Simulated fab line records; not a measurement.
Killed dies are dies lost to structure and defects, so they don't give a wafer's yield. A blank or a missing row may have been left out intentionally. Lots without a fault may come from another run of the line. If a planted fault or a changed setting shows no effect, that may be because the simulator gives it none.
Chamber matching :: flow sky130 :: SKY_POLY_CUT_ETCH_10 on rie-diel-03: 4 sister chambers
The step etches BARC in N2/H2, stops on SiO2, time 45.9 s, target depth 60 nm. 8 wafers are shown with their chamber, then 9 later ones without.

## WAFERS PAIRED WITH THEIR CHAMBERS
wafer: L074.3
chamber: 0
throttle-valve-pct (%): 13.239
oes-product-au (a.u.): 0.853

wafer: L075.4
chamber: 0
throttle-valve-pct (%): 13.232
oes-product-au (a.u.): 0.867

wafer: L079.4
chamber: 3
throttle-valve-pct (%): 13.223
oes-product-au (a.u.): 0.850

wafer: L081.3
chamber: 1
throttle-valve-pct (%): 13.230
oes-product-au (a.u.): 0.856

wafer: L081.6
chamber: 3
throttle-valve-pct (%): 13.233
oes-product-au (a.u.): 0.854

wafer: L086.1
chamber: 2
throttle-valve-pct (%): 13.216
oes-product-au (a.u.): 0.857

wafer: L086.2
chamber: 1
throttle-valve-pct (%): 13.220
oes-product-au (a.u.): 0.851

wafer: L086.4
chamber: 2
throttle-valve-pct (%): 13.223
oes-product-au (a.u.): 0.852

## WAFERS WITHOUT THEIR CHAMBER
wafer: L090.2
throttle-valve-pct (%): 13.216
oes-product-au (a.u.): 0.855

wafer: L090.4
throttle-valve-pct (%): 13.238
oes-product-au (a.u.): 0.855

wafer: L090.5
throttle-valve-pct (%): 13.249
oes-product-au (a.u.): 0.858

wafer: L093.1
throttle-valve-pct (%): 13.212
oes-product-au (a.u.): 0.855

wafer: L093.2
throttle-valve-pct (%): 13.229
oes-product-au (a.u.): 0.852

wafer: L093.6
throttle-valve-pct (%): 13.234
oes-product-au (a.u.): 0.854

wafer: L097.1
throttle-valve-pct (%): 13.236
oes-product-au (a.u.): 0.852

wafer: L097.2
throttle-valve-pct (%): 13.216
oes-product-au (a.u.): 0.854

wafer: L097.5
throttle-valve-pct (%): 13.226
oes-product-au (a.u.): 0.862

## WHICH CHAMBER EACH ONE RAN IN
wafer: L090.2
from the rows above: can't be placed: 2 or 1 or 3
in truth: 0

wafer: L090.4
from the rows above: can't be placed: 0 or 3 or 1
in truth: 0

wafer: L090.5
from the rows above: can't be placed: 0 or 3 or 1
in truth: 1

wafer: L093.1
from the rows above: can't be placed: 2 or 1 or 3
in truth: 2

wafer: L093.2
from the rows above: can't be placed: 3 or 1 or 2 or 0
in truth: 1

wafer: L093.6
from the rows above: can't be placed: 3 or 0 or 1 or 2
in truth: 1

wafer: L097.1
from the rows above: can't be placed: 3 or 0 or 1 or 2
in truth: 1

wafer: L097.2
from the rows above: can't be placed: 2 or 1 or 3
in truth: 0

wafer: L097.5
from the rows above: can't be placed: 1 or 0 or 2 or 3
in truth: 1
Correctly placed: 0 of 9. Not placeable from these rows: 9 (in 7, the candidates include the true chamber). 0 placed wrongly.
How it was worked out, from the rows above alone: a wafer's distance from a chamber is the root of the sum, over the readings, of the square of ((its reading less the chamber's mean) divided by the reading's scatter). The wafer belongs to the nearest chamber; if the next one is less than 2 further off, it can't be placed. A chamber's mean is the mean of its shown wafers. The scatter is the square root of a quotient: the sum, over the shown wafers, of each reading's squared deviation from its chamber's mean, divided by wafers minus chambers.
